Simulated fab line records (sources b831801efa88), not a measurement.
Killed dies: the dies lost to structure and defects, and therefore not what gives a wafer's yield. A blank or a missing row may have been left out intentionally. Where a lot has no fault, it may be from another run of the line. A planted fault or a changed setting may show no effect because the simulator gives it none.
Which of the tools did it? -- flow sky130 -- 14 lots with 40 wafers sampled at 4 steps, on a route of 708 steps

WHAT THE GAUGES READ, wafer by wafer
SKY_FIELD_ISO_THK_MEAS_04.
lot,measured,on,FIELD_ISO_CVD_03_THK (nm)
L782,day 1 17:18,film metro-04,163.1 161.9 162.0
L783,day 1 21:33,film metro-04,162.9 162.6 162.3
L785,day 2 06:13,film metro-02,162.2 162.4 162.7
L786,day 2 09:29,film metro-04,165.0 165.5 164.2
L788,day 2 22:02,film metro-04,162.1 162.5 162.8
L790,day 3 06:46,film metro-01,163.8 165.9 164.5
L792,day 3 17:33,film metro-04,164.6 163.6 163.9
L793,day 3 22:08,film metro-02,164.2 164.9 164.0
L795,day 4 11:29,film metro-01,164.1 164.7 164.6
L796,day 4 13:18,film metro-01,165.1 165.4 163.8
L797,day 5 01:31,film metro-01,165.4 166.9
L801,day 5 17:21,film metro-04,165.9 167.2
L804,day 6 03:29,film metro-01,163.9 163.0 164.9
L805,day 6 08:37,film metro-04,164.8 165.9 166.5

SKY_VT_ADJUST_NCORE_OVL_MEAS_08.
lot,measured,on,VT_ADJUST_NCORE_OVL (nm)
L782,day 8 13:01,overlay-02,0.2 0.2 0.7
L783,day 8 18:50,overlay-02,0.7 1.4 0.3
L785,day 9 07:53,overlay-02,1.0 -1.0 2.3
L786,day 9 11:41,overlay-01,0.1 -0.6 -0.6
L788,day 10 08:10,overlay-01,-1.4 -1.6 -1.9
L790,day 11 06:44,overlay-01,-2.2 -2.3 -2.4
L792,day 12 02:19,overlay-02,-1.1 -0.1 0.6
L793,day 12 02:37,overlay-01,-0.6 -0.2 -1.9
L795,day 12 23:44,overlay-01,0.9 0.1 1.6
L796,day 12 23:32,overlay-02,3.8 1.2 0.3
L797,day 13 08:32,overlay-02,-0.3 -1.1
L801,day 14 05:35,overlay-02,0.5 -0.8
L804,day 15 04:23,overlay-01,-4.3 -2.1 -2.4
L805,day 15 07:29,overlay-01,-2.0 -2.6 -2.7

SKY_SONOS_TUNNEL_OVL_MEAS_08.
lot,measured,on,SONOS_TUNNEL_OVL (nm)
L782,day 11 04:59,overlay-02,-2.1 -1.5 -3.7
L783,day 11 11:02,overlay-01,-0.9 -2.0 1.6
L785,day 12 05:17,overlay-02,-1.7 -0.3 0.3
L786,day 12 08:50,overlay-01,-1.0 -2.7 -1.2
L788,day 13 07:53,overlay-01,-3.9 -1.7 -3.4
L790,day 14 08:59,overlay-01,-1.7 -2.2 -1.6
L792,day 15 07:11,overlay-01,-2.8 -2.5 -1.9
L793,day 15 08:02,overlay-02,-0.5 -1.2 -0.7
L795,day 16 08:41,overlay-01,-2.6 -4.3 -3.9
L796,day 16 07:23,overlay-01,-0.5 -2.7 -2.6
L797,day 16 17:44,overlay-01,-3.8 -4.3
L801,day 17 17:29,overlay-02,-1.5 -2.1
L804,day 18 17:53,overlay-02,0.3 -1.0 0.9
L805,day 18 20:29,overlay-01,-3.9 -2.5 -1.8

WHICH TOOL RAN EACH LOT (tool, then ch and the chambers of the sampled wafers, then the start)
lot,SKY_VT_ADJUST_NCORE_SOFTBAKE_03
L782,"litho track-01 ch 0, day 8 02:40"
L783,"litho track-03 ch 0, day 8 08:21"
L785,"litho track-03 ch 0, day 8 23:06"
L786,"litho track-04 ch 0, day 9 02:16"
L788,"litho track-03 ch 0, day 9 21:16"
L790,"litho track-01 ch 0, day 10 19:26"
L792,"litho track-01 ch 0, day 11 13:55"
L793,"litho track-04 ch 0, day 11 14:23"
L795,"litho track-01 ch 0, day 12 11:07"
L796,"litho track-04 ch 0, day 12 10:50"
L797,"litho track-01 ch 0, day 12 19:55"
L801,"litho track-01 ch 0, day 13 17:13"
L804,"litho track-03 ch 0, day 14 14:15"
L805,"litho track-03 ch 0, day 14 17:48"
- SKY_VT_ADJUST_NCORE_SOFTBAKE_03: time 60 s.

AS READ BY THE TOOLS THEMSELVES (means over the sampled wafers that have a number; for cases with no such wafer, the mark the record gives instead)
SKY_VT_ADJUST_NCORE_SOFTBAKE_03.
lot,tool,heater power total W (W),plate temp C (C),run length s (s)
L782,litho track-01,56.60,90.03,89.37
L783,litho track-03,56.58,89.97,89.16
L785,litho track-03,56.55,90.22,89.06
L786,litho track-04,56.60,90.02,89.19
L788,litho track-03,56.62,90.11,89.10
L790,litho track-01,56.60,89.93,89.32
L792,litho track-01,56.53,89.97,89.32
L793,litho track-04,56.59,90.01,89.13
L795,litho track-01,56.62,89.96,89.21
L796,litho track-04,56.60,90.11,89.14
L797,litho track-01,61.61,-,76.12
L801,litho track-01,61.63,-,76.12
L804,litho track-03,56.59,89.91,89.21
L805,litho track-03,56.60,90.13,89.20

THE ANSWER, worked out from the rows above alone
Rule: the lots themselves supply what counts as usual. Put in order of their means at a reading, lots are off if they are a third of the lots or fewer, leave a main group of 4 or more, and stand apart from it by a gap of 3 or more times the standard deviation of the main group's means; of several such gaps the widest counts. A main group is skipped when, at the precision printed for the reading in the tables above, its means are all equal. Also off: a lot with no number at a reading for which 4 or more lots have one. Any other lot the step has rows for is counted as sound. First the gauges in route order, then the tools' own readings, where a lot's mean is used as printed above. At the first step where some lot is off, the reading lying furthest off is the one used; lots without a number count as furthest.
Off: L797, L801 (SKY_VT_ADJUST_NCORE_SOFTBAKE_03, plate temp C). Without a number there: L797, L801. The main group: mean 90.03 C, standard deviation 0.089.
If a tool, at that step or one of the process steps before it, ran each lot that is off and ran no sound lot following the first of them, it fits. One fits: litho track-01 at SKY_VT_ADJUST_NCORE_SOFTBAKE_03. Its last sound lot is L795 (day 12 11:07), its first lot that is off L797 (day 12 19:55): a fault that began between those two fits.
The tool's own readings at SKY_VT_ADJUST_NCORE_SOFTBAKE_03 bear it out: on the lots that are off they differ by more than 5 times the standard deviation of the sound lots' means. heater power total W reads 61.62 W there against 56.59 W on the sound lots; run length s reads 76.12 s there against 89.20 s on the sound lots.
Blank at SKY_VT_ADJUST_NCORE_SOFTBAKE_03 on the lots that are off, where sound lots have numbers: plate temp C.

WHAT THE SIMULATOR PUT IN
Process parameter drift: litho track-01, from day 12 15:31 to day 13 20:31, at SKY_VT_ADJUST_NCORE_SOFTBAKE_03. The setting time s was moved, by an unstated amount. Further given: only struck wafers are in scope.
Struck lots among those shown: L797, L801. Same finding as the rule above.
